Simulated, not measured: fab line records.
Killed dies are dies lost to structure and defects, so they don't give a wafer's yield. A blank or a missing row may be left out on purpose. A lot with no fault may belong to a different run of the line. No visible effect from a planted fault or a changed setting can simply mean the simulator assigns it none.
fab line records	flow sky130
record: lots: 12	wafers: 36	lastDay: 46
route steps=708 shown FIELD_ISO@28 VT_ADJUST_LVTN@116 SONOS_ONO@183 LDD_N@244 PAD_OPEN@708
lots with no fault: from the same line, run without faults
startH: start of the lot's first displayed wafer, in hours after the record's first day	waitH: time in hours since the lot's previous step	" same as the row above	L1.1+2: several wafers, shown together as one row	- either no value or no given start	* or withheld: withheld	< > ~ a bound
route shown NAME@n: names a module that has steps shown in the file, with the first one's number in the route	usual: mean/standard deviation of fault-free wafers	same: alike in all rows	chamber/n: place in a boat	sites: per-site readings	_std_site: the values' standard deviation	_edge_site: mean of outer sites minus mean of inner sites	radiusMm: how far each site lies from the wafer's centre	mask NAME#n: copy n	behind: the last tool/chamber to shape the wafer	hold: the reason the lot was held/the length of the hold in hours/how it ended	device: transistor that didn't switch, given as n, p or np	end of line: the same wafers' tests at the end of the route	where a step has no rows: the recipe by itself	killed: count of dies lost to structure and defects at first sort (not the wafer's yield)	map: per-die view of a wafer (x killed, . not killed, _ where there is no die)
set.NAME: the setting that was run; set.NAME@STEP: the one run at that earlier step	model.NAME: the simulator's own value behind a step, which no gauge read
the route's steps for a sample of lots (tables are steps, rows are wafers)
services: the hour from which a tool's chamber was out of use, counted from the record's first day as startH (under 0 if before that day), plus the number of hours and why
== steps ==
step: SKY_FIELD_ISO_CMP_27
recipe: stopOn: Si3N4	tOverpolishS: 16	downForcePsi: 4	platenRpm: 60	targetThkNm: 457.8	padVelocityMS: 0.94248
usual: headPressurePsi: 4.001/0.0094	motorCurrentA: 12.2/0.93	overpolishRunS: 16.000/0.0088	timeToEndpointS: 113/4.1
lot.wafer	tool	chamber	startH	waitH	headPressurePsi	motorCurrentA	overpolishRunS	timeToEndpointS
L587.1	cmp-01	1	33.46	0.0	4.012	13.1	15.992	106
L587.3	"	2	"	"	3.994	11.3	16.011	114
L587.2	"	0	"	"	3.982	11.4	16.000	105
L588.4	cmp-02	1	39.13	0.0	4.005	12.5	16.009	113
L588.1	"	2	"	"	4.008	13.6	16.008	115
L588.5	"	2	"	"	3.988	12.8	15.978	117
L589.3	cmp-02	2	47.57	0.0	4.008	13.5	16.002	109
L589.1	"	3	"	"	4.009	11.2	16.002	109
L589.4	"	1	"	"	4.001	13.0	16.010	111
L590.1	cmp-02	2	49.12	0.1	4.007	13.4	16.009	108
L590.4	"	3	"	"	4.010	12.3	15.997	113
L590.6	"	1	"	"	4.008	11.9	16.008	114
L591.2	cmp-02	1	54.33	0.0	3.997	12.8	16.008	117
L591.3	"	2	"	"	3.992	12.9	16.000	116
L591.5	"	2	"	"	3.994	13.8	15.997	116
L592.3	cmp-01	2	61.46	0.0	3.991	11.6	16.006	114
L592.4	"	0	"	"	3.986	11.0	16.010	110
L592.5	"	2	"	"	3.989	11.6	16.006	114
L593.2	cmp-01	1	65.68	0.0	4.008	13.2	16.010	103
L593.3	"	3	"	"	4.020	12.6	16.012	107
L593.6	"	1	"	"	4.014	12.9	16.013	110
L594.2	cmp-01	3	70.86	0.1	3.997	12.8	16.006	113
L594.5	"	1	"	"	4.008	14.1	16.004	107
L594.6	"	2	"	"	3.999	11.2	15.989	114
L597.2	cmp-01	3	84.53	0.0	3.999	12.3	16.007	107
L597.4	"	1	"	"	3.995	13.2	16.000	110
L597.6	"	0	"	"	3.995	11.3	16.005	107
L598.1	cmp-01	0	90.96	0.1	4.014	11.4	16.005	103
L598.2	"	1	"	"	3.995	13.1	16.011	109
L598.5	"	0	"	"	4.005	11.5	16.008	103
L599.2	cmp-01	3	96.20	0.1	4.007	13.1	16.002	111
L599.3	"	0	"	"	4.014	11.7	16.003	106
L599.6	"	2	"	"	3.994	11.3	16.025	113
L600.2	cmp-01	1	101.87	0.1	3.998	12.7	15.997	110
L600.1	"	2	"	"	4.007	11.2	16.002	111
L600.3	"	3	"	"	3.997	12.2	15.994	114
step: SKY_VT_ADJUST_LVTN_IMPLANT_19
recipe: species: B	energyKev: 30	doseCm2: 6.5e+11	tiltDeg: withheld
usual: implantIonAmu: 11/0
lot.wafer	tool	chamber	startH	waitH	implantIonAmu
L587.1	implanter-02	0	159.30	0.0	11
L587.2	"	0	"	"	11
L587.3	"	0	"	"	11
L588.1	implanter-02	0	170.17	0.0	11
L588.4	"	0	"	"	11
L588.5	"	0	"	"	11
L589.1	implanter-03	0	177.70	0.0	11
L589.3	"	0	"	"	11
L589.4	"	0	"	"	11
L590.1	implanter-02	0	180.33	0.0	11
L590.4	"	0	"	"	11
L590.6	"	0	"	"	11
L591.2	implanter-03	0	190.09	0.0	11
L591.3	"	0	"	"	11
L591.5	"	0	"	"	11
L592.3	implanter-02	0	196.10	0.1	11
L592.4	"	0	"	"	11
L592.5	"	0	"	"	11
L593.2	implanter-04	0	203.90	0.0	11
L593.3	"	0	"	"	11
L593.6	"	0	"	"	11
L594.2	implanter-04	0	207.54	0.0	11
L594.5	"	0	"	"	11
L594.6	"	0	"	"	11
L597.2	implanter-04	0	227.24	0.0	49
L597.4	"	0	"	"	49
L597.6	"	0	"	"	49
L598.1	implanter-04	0	232.40	0.0	49
L598.2	"	0	"	"	49
L598.5	"	0	"	"	49
L599.2	implanter-03	0	242.92	0.0	49
L599.3	"	0	"	"	49
L599.6	"	0	"	"	49
L600.1	implanter-04	0	248.13	0.0	49
L600.2	"	0	"	"	49
L600.3	"	0	"	"	49
step: SKY_VT_ADJUST_LVTN_TW_MEAS_21
usual: VT_ADJUST_LVTN_2_TW: 187.0/0.99
lot.wafer	tool	chamber	startH	waitH	hold	VT_ADJUST_LVTN_2_TW
L587.1	filmMetro-01	-	159.55	0.1	-	187.8
L587.2	"	-	"	"	-	187.6
L587.3	"	-	"	"	-	186.9
L588.1	filmMetro-02	-	170.42	0.1	-	187.6
L588.4	"	-	"	"	-	187.5
L588.5	"	-	"	"	-	186.9
L589.1	filmMetro-01	-	177.95	0.1	-	186.2
L589.3	"	-	"	"	-	187.3
L589.4	"	-	"	"	-	186.7
L590.1	filmMetro-02	-	180.58	0.1	-	186.7
L590.4	"	-	"	"	-	186.6
L590.6	"	-	"	"	-	186.7
L591.2	filmMetro-01	-	190.33	0.1	-	186.3
L591.3	"	-	"	"	-	185.0
L591.5	"	-	"	"	-	185.7
L592.3	filmMetro-02	-	196.32	0.1	-	186.5
L592.4	"	-	"	"	-	185.7
L592.5	"	-	"	"	-	185.7
L593.2	filmMetro-03	-	204.14	0.1	-	187.9
L593.3	"	-	"	"	-	187.4
L593.6	"	-	"	"	-	187.7
L594.2	filmMetro-03	-	207.78	0.1	-	188.2
L594.5	"	-	"	"	-	188.1
L594.6	"	-	"	"	-	186.5
L597.2	filmMetro-03	-	227.48	0.1	awaitDispo/0.2h/release	289.0
L597.4	"	-	"	"	awaitDispo/0.2h/release	289.1
L597.6	"	-	"	"	awaitDispo/0.2h/release	288.1
L597.2	filmMetro-03	-	227.70	0.2	-	289.3
L597.4	"	-	"	"	-	289.4
L597.6	"	-	"	"	-	289.7
L598.1	filmMetro-01	-	232.65	0.1	awaitDispo/0.2h/release	286.9
L598.2	"	-	"	"	awaitDispo/0.2h/release	287.9
L598.5	"	-	"	"	awaitDispo/0.2h/release	286.5
L598.1	filmMetro-01	-	232.87	0.2	-	288.0
L598.2	"	-	"	"	-	286.7
L598.5	"	-	"	"	-	287.5
L599.2	filmMetro-01	-	243.16	0.1	awaitDispo/0.2h/release	286.7
L599.3	"	-	"	"	awaitDispo/0.2h/release	285.5
L599.6	"	-	"	"	awaitDispo/0.2h/release	285.0
L599.2	filmMetro-01	-	243.38	0.2	-	286.2
L599.3	"	-	"	"	-	286.7
L599.6	"	-	"	"	-	285.6
L600.1	filmMetro-01	-	248.38	0.1	awaitDispo/0.2h/release	286.1
L600.2	"	-	"	"	awaitDispo/0.2h/release	286.6
L600.3	"	-	"	"	awaitDispo/0.2h/release	287.4
L600.1	filmMetro-01	-	248.60	0.2	-	285.8
L600.2	"	-	"	"	-	286.4
L600.3	"	-	"	"	-	286.5
step: SKY_SONOS_ONO_ETCH_15
recipe: targetDepthNm: 19.52	chemistry: CHF3/O2	sourceW: 600	biasW: 200	pressureMtorr: 40	chf3FlowSccm: 50	O2_flow_sccm: 5	timeS: 7.8
usual: drypumpMotorCurrentA: 5.7/0.51	oesProductAu: 0.999/0.0073	throttleValvePct: 8.824/0.0096
same: timeS: 7.8
lot.wafer	tool	chamber	startH	waitH	drypumpMotorCurrentA	oesProductAu	rfHoursCounterH	throttleValvePct
L587.1	rieDiel-01	3	271.60	0.0	5.8	1.004	114	8.838
L587.2	"	0	"	"	5.7	1.002	0	8.809
L587.3	"	1	"	"	5.7	1.016	2	8.834
L588.1	rieDiel-02	2	286.63	0.0	5.2	0.995	40	8.822
L588.4	"	3	"	"	5.9	1.002	107	8.832
L588.5	"	2	"	"	5.2	0.990	-	8.831
L589.1	rieDiel-04	2	297.78	0.0	6.5	0.999	1	8.815
L589.3	"	3	"	"	6.1	0.999	23	8.807
L589.4	"	1	"	"	5.0	1.011	3	8.818
L590.1	rieDiel-02	2	299.14	0.0	5.1	0.982	40	8.811
L590.4	"	1	"	"	5.0	1.002	14	8.805
L590.6	"	3	"	"	5.9	1.003	-	8.835
L591.2	rieDiel-02	1	313.04	0.0	5.0	0.999	14	8.830
L591.3	"	0	"	"	5.0	0.989	2	8.821
L591.5	"	3	"	"	5.9	1.003	-	8.830
L592.3	rieDiel-01	2	318.34	0.0	6.5	1.009	43	8.827
L592.4	"	0	"	"	5.7	0.995	1	8.807
L592.5	"	1	"	"	5.7	1.006	-	8.833
L593.2	rieDiel-01	3	328.59	0.0	5.8	0.994	115	8.815
L593.3	"	0	"	"	5.7	0.996	1	8.802
L593.6	"	1	"	"	5.7	1.000	-	8.813
L594.2	rieDiel-04	1	335.54	0.0	5.0	1.008	4	8.834
L594.5	"	1	"	"	5.1	1.015	-	8.831
L594.6	"	2	"	"	6.5	0.998	-	8.815
step: SKY_LDD_N_OVL_MEAS_07
usual: LDD_N_OVL: -0.5/1.6
lot.wafer	tool	chamber	startH	waitH	LDD_N_OVL[nm]
L587.1	overlay-01	-	391.38	0.1	-2.3
L587.2	"	-	"	"	-2.7
L587.3	"	-	"	"	-1.8
L588.1	overlay-01	-	408.67	0.1	1.4
L588.4	"	-	"	"	0.5
L588.5	"	-	"	"	0.3
L589.1	overlay-02	-	420.78	0.1	0.7
L589.3	"	-	"	"	0.6
L589.4	"	-	"	"	1.8
L590.1	overlay-02	-	425.49	0.1	-3.1
L590.4	"	-	"	"	-1.6
L590.6	"	-	"	"	-1.6
L591.2	overlay-01	-	436.54	0.1	0.5
L591.3	"	-	"	"	-1.2
L591.5	"	-	"	"	0.9
L592.3	overlay-02	-	444.68	0.1	-0.9
L592.4	"	-	"	"	-1.7
L592.5	"	-	"	"	-0.4
L593.2	overlay-01	-	454.44	0.1	1.8
L593.3	"	-	"	"	1.8
L593.6	"	-	"	"	-0.8
L594.2	overlay-01	-	464.99	0.1	-0.6
L594.5	"	-	"	"	0.3
L594.6	"	-	"	"	-0.1
step: SKY_PAD_OPEN_PROBE_99
usual: defectLimitedYield: 82.7/2.1	killed_at_M0_to_M3: 43/7.2	killed_at_M4_up: 3.0/1.7	killedAtContacts: 24/5.3	killedAtFrontEnd: 15/4.6	killedAtOther: 0.3/0.5	killedDies: 85/10	killedOpen: 46/7.2	killedShort: 39/6.4	sort_bin_3_pad_short: 0.9/0.42	sort_bin_5_function: 10.2/1.6	sort_bin_6_memory: 6.2/1	sortNPass: 407/10	sortYieldPct: 82.7/2.1
same: grossDies: 492	killedAtBackSide: 0	sort_bin_4_leakage[%]: 0	sort_bin_8_speed[%]: 0
lot.wafer	tool	chamber	startH	waitH	defectLimitedYield[%]	killed_at_M0_to_M3	killed_at_M4_up	killedAtContacts	killedAtFrontEnd	killedAtOther	killedDies	killedOpen	killedShort	sort_bin_3_pad_short[%]	sort_bin_5_function[%]	sort_bin_6_memory[%]	sortNPass	sortYieldPct[%]
L588.1	prober-01	-	1083.75	0.1	80.1	53	3	22	19	1	98	53	45	1.0	11.4	7.5	394	80.1
L588.4	prober-01	-	1083.90	0.2	81.7	49	1	27	13	0	90	48	42	1.4	10.6	6.3	402	81.7
L588.5	prober-01	-	1083.95	0.2	82.9	41	3	21	19	0	84	51	33	0.4	10.4	6.3	408	82.9
L589.1	prober-02	-	1094.61	0.1	83.9	46	4	19	9	1	79	43	36	1.8	8.3	5.9	413	83.9
L589.3	prober-02	-	1094.71	0.2	83.3	37	5	19	20	1	82	47	35	0.6	9.8	6.3	410	83.3
L589.4	prober-02	-	1094.76	0.2	83.1	44	4	17	18	0	83	39	44	1.0	9.1	6.7	409	83.1
L591.2	prober-02	-	1104.63	0.1	82.9	31	6	28	19	0	84	46	38	0.4	10.2	6.5	408	82.9
L591.3	prober-02	-	1104.68	0.2	79.9	49	6	28	16	0	99	53	46	0.8	14.8	4.5	393	79.9
L591.5	prober-02	-	1104.78	0.2	84.8	34	3	21	17	0	75	38	37	0.8	8.1	6.3	417	84.8
L592.3	prober-01	-	1106.19	0.2	83.3	38	2	20	22	0	82	40	42	1.6	8.3	6.7	410	83.3
L592.4	prober-01	-	1106.24	0.2	82.3	43	1	24	19	0	87	37	50	1.4	9.6	6.7	405	82.3
L592.5	prober-01	-	1106.29	0.2	82.3	43	2	22	20	0	87	51	36	0.2	11.2	6.3	405	82.3
killed by level:class
L588.1 VIA3:geometricParticle:open=14 VIA1:geometricParticle:open=11 CONTACT:geometricParticle:open=9 POLY_GATE:geometricParticle:short=8 VIA2:geometricParticle:open=8 CONTACT:geometricParticle:short=5 VIA1:geometricParticle:short=5 POLY_CUT:geometricParticle:short=4
L588.4 VIA1:geometricParticle:open=15 CONTACT:geometricParticle:open=7 VIA2:geometricParticle:open=7 CONTACT:geometricParticle:short=6 LI_CONTACT:geometricParticle:short=5 LI_CONTACT:geometricParticle:open=5 METAL3:geometricParticle:short=5 VIA1:geometricParticle:short=5
L588.5 VIA1:geometricParticle:open=10 VIA2:geometricParticle:open=8 LI_CONTACT:geometricParticle:open=7 CONTACT:geometricParticle:open=6 VIA3:geometricParticle:open=6 FIELD_ISO:geometricParticle:short=5 POLY_GATE:geometricParticle:short=5 LOCAL_INTERCONNECT:geometricParticle:short=5
L589.1 VIA1:geometricParticle:open=11 CONTACT:geometricParticle:open=9 VIA3:geometricParticle:open=8 METAL2:geometricParticle:short=6 METAL1:geometricParticle:short=6 FIELD_ISO:geometricParticle:short=5 METAL1:geometricParticle:open=4 VIA1:geometricParticle:short=4
L589.3 VIA1:geometricParticle:open=11 CONTACT:geometricParticle:open=9 POLY_GATE:geometricParticle:short=8 VIA3:geometricParticle:open=8 METAL4:geometricParticle:short=5 POLY_GATE:geometricParticle:open=4 LI_CONTACT:geometricParticle:short=3 LOCAL_INTERCONNECT:geometricParticle:short=3
L589.4 VIA1:geometricParticle:open=8 VIA2:geometricParticle:open=8 VIA1:geometricParticle:short=6 POLY_GATE:geometricParticle:short=5 POLY_GATE:geometricParticle:open=5 CONTACT:geometricParticle:open=5 METAL2:geometricParticle:short=5 FIELD_ISO:geometricParticle:short=4
L591.2 CONTACT:geometricParticle:open=13 VIA2:geometricParticle:open=6 FIELD_ISO:geometricParticle:open=5 POLY_GATE:geometricParticle:open=5 LOCAL_INTERCONNECT:geometricParticle:short=5 VIA1:geometricParticle:short=5 LI_CONTACT:geometricParticle:short=4 LI_CONTACT:geometricParticle:open=4
L591.3 CONTACT:geometricParticle:open=11 LI_CONTACT:geometricParticle:open=8 VIA2:geometricParticle:open=8 VIA3:geometricParticle:open=8 CONTACT:geometricParticle:short=7 METAL2:geometricParticle:short=7 POLY_GATE:geometricParticle:short=6 VIA1:geometricParticle:open=6
L591.5 CONTACT:geometricParticle:open=7 CONTACT:geometricParticle:short=6 VIA1:geometricParticle:open=6 POLY_GATE:geometricParticle:short=5 VIA2:geometricParticle:open=5 VIA3:geometricParticle:open=5 METAL1:geometricParticle:short=4 FIELD_ISO:geometricParticle:short=3
L592.3 METAL2:geometricParticle:short=8 FIELD_ISO:geometricParticle:short=7 VIA1:geometricParticle:open=7 CONTACT:geometricParticle:open=6 VIA2:geometricParticle:open=6 POLY_GATE:geometricParticle:open=5 POLY_GATE:geometricParticle:short=4 LI_CONTACT:geometricParticle:open=4
L592.4 VIA3:geometricParticle:open=10 FIELD_ISO:geometricParticle:short=7 VIA1:geometricParticle:short=7 CONTACT:geometricParticle:short=6 LOCAL_INTERCONNECT:geometricParticle:short=6 LI_CONTACT:geometricParticle:open=5 CONTACT:geometricParticle:open=5 METAL1:geometricParticle:short=5
L592.5 VIA1:geometricParticle:open=13 CONTACT:geometricParticle:open=10 FIELD_ISO:geometricParticle:short=7 VIA3:geometricParticle:open=6 LI_CONTACT:geometricParticle:open=6 VIA1:geometricParticle:short=6 VIA2:geometricParticle:open=5 POLY_GATE:geometricParticle:short=4
== services ==
tool	chamber	startH	hours	kind
cmp-01	-	21.61	2.3	repair
cmp-02	-	23.79	2.9	repair
implanter-04	-	27.11	5.7	pm
implanter-04	-	53.52	0.7	repair
implanter-04	-	54.64	1.8	repair
cmp-02	-	64.00	4.0	pm
cmp-02	-	75.55	1.6	repair
cmp-01	-	124.21	4.9	pm
implanter-02	-	127.73	17.0	repair
cmp-02	-	130.14	0.6	repair
cmp-01	-	130.41	3.8	repair
implanter-02	-	156.23	2.4	pm
cmp-02	-	221.48	0.4	repair
cmp-01	-	225.40	2.5	repair
cmp-01	-	232.00	4.0	pm
cmp-01	-	238.84	15.2	pm
cmp-02	-	253.55	1.3	repair
cmp-02	-	254.84	5.0	pm
cmp-02	-	259.83	4.4	pm
implanter-04	-	270.46	1.1	repair
implanter-04	-	282.34	3.4	pm
implanter-02	-	293.28	1.9	repair
cmp-02	-	315.64	1.9	repair
cmp-02	-	316.02	0.4	repair
== key ==
firstSign: step: SKY_VT_ADJUST_LVTN_IMPLANT_19	reading: implantIonAmu	direction: up	sigmas: 99+	usual: 11	struck: 49
effect: step: SKY_VT_ADJUST_LVTN_TW_MEAS_21	reading: visit	direction: added
effect: step: SKY_VT_ADJUST_LVTN_TW_MEAS_21	reading: VT_ADJUST_LVTN_2_TW	direction: up	sigmas: 99+	usual: 187.0	struck: 287.1
metAt SKY_VT_ADJUST_LVTN_IMPLANT_19
struckLots L597,L598,L599,L600
scrappedBehind SKY_VT_ADJUST_LVTN_TW_MEAS_21 L597.2,L597.4,L597.6,L598.1,L598.2,L598.5,L599.2,L599.3,L599.6,L600.1,L600.2,L600.3
notActingAt SKY_FIELD_ISO_CMP_27,SKY_SONOS_ONO_ETCH_15,SKY_LDD_N_OVL_MEAS_07
onsetBetween 207.54 227.24
fault: kind: wrongRecipeDownload	tool: implanter-02,implanter-03,implanter-04	chamber: -	onsetH: 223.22	steps: SKY_VT_ADJUST_LVTN_IMPLANT_19	wrongRecipe.notListed: 1
